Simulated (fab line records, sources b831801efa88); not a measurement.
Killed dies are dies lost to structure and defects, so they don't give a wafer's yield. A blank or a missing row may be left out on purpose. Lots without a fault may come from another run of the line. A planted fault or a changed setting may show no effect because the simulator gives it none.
Problem report in the 8D (eight disciplines) form, filled by code | flow sky130 | the parts of the form that need people (team, actions taken, sign-off) are left out

1. THE PROBLEM
LI_CONTACT_HDPCVD_THK at SKY_LI_CONTACT_THK_MEAS_01 reads a mean of 696 nm on 6 wafers of 2 lots; wafers without a fault read 924 nm with a standard deviation of 11. That is -21 standard deviations from the usual mean.
First seen on wafer L603.2, day 30 19:53, on film_metro-04. The record holds 33 wafers of 11 lots with a number at this step. Rule for "out", or "out of limits": more than 4 standard deviations from the usual mean. The other wafers with a number count as sound.

2. WHAT IT IS AND WHAT IT IS NOT
question                    | is                           | is not
which readings at this step | LI_CONTACT_HDPCVD_THK        | -
which lots                  | L603, L607                   | L596, L597, L601, L609, L611, L613, L616, L617, L618
which wafers of those lots  | all that have a number       | -
read on which gauges        | film_metro-01, film_metro-04 | film_metro-02
when                        | from day 30 19:53            | up to then (9 sound wafers); but 18 sound wafers of L609, L611, L613, L616, L617, L618 came after

3. SUSPECTS, AND WHAT RULES EACH OUT
Counting: a tool at a process step up to the reading stays a suspect if it ran every lot that is out and no sound lot after the first of them.
- the gauge at SKY_LI_CONTACT_THK_MEAS_01: ruled out. The wafers that are out were read on 2 gauges (film_metro-01, film_metro-04).
- hdpcvd-01 at SKY_LI_CONTACT_HDPCVD_00 (deposits PSG, target thk 930 nm, time 155 s): ruled out as a lasting fault. Sound lots L616, L617, L618 ran on it after its first lot that is out, L603 (day 30 19:46).
Left after counting: nothing in the record.

4. THE CAUSE (what the simulator had put in)
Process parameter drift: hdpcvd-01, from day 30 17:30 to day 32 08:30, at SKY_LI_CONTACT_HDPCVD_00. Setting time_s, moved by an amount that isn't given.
Counting ruled it out, wrongly: the rule takes a fault to strike every lot that its tool runs from its start on, and this one did not.

5. THE CHAIN OF EFFECTS, in route order
Each row: a reading whose mean over the struck wafers that have a number lies more than 3 standard deviations from the usual. Only readings for which the record gives a usual standard deviation are gone through. hours: the time from each lot's start at the first step in this table that gives one to its start at this step, as a median over the lots. sigmas: the change in usual standard deviations.
hours | step                       | reading               | usual   | on struck wafers | change | sigmas
0     | SKY_LI_CONTACT_HDPCVD_00   | run_length_s          | 182.9 s | 146.8            | -36.1  | -86
0     | SKY_LI_CONTACT_THK_MEAS_01 | LI_CONTACT_HDPCVD_THK | 924 nm  | 696              | -228   | -21
0     | SKY_LI_CONTACT_CMP_02      | time_to_endpoint_s    | 32 s    | 9                | -23    | -7.8
The process steps in it:
- SKY_LI_CONTACT_HDPCVD_00: deposits PSG, target thk 930 nm, time 155 s.
- SKY_LI_CONTACT_CMP_02: polishes PSG.

6. WHAT WOULD HAVE CAUGHT IT SOONER
In this record the first reading out of limits at a measuring or inspecting step was taken at day 30 19:53, 2 hours after the fault began at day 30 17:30.
The tool's own readings at SKY_LI_CONTACT_HDPCVD_00 were out on every struck wafer that the step has a row for (run_length_s): an alarm limit on them would have fired on the first of those.
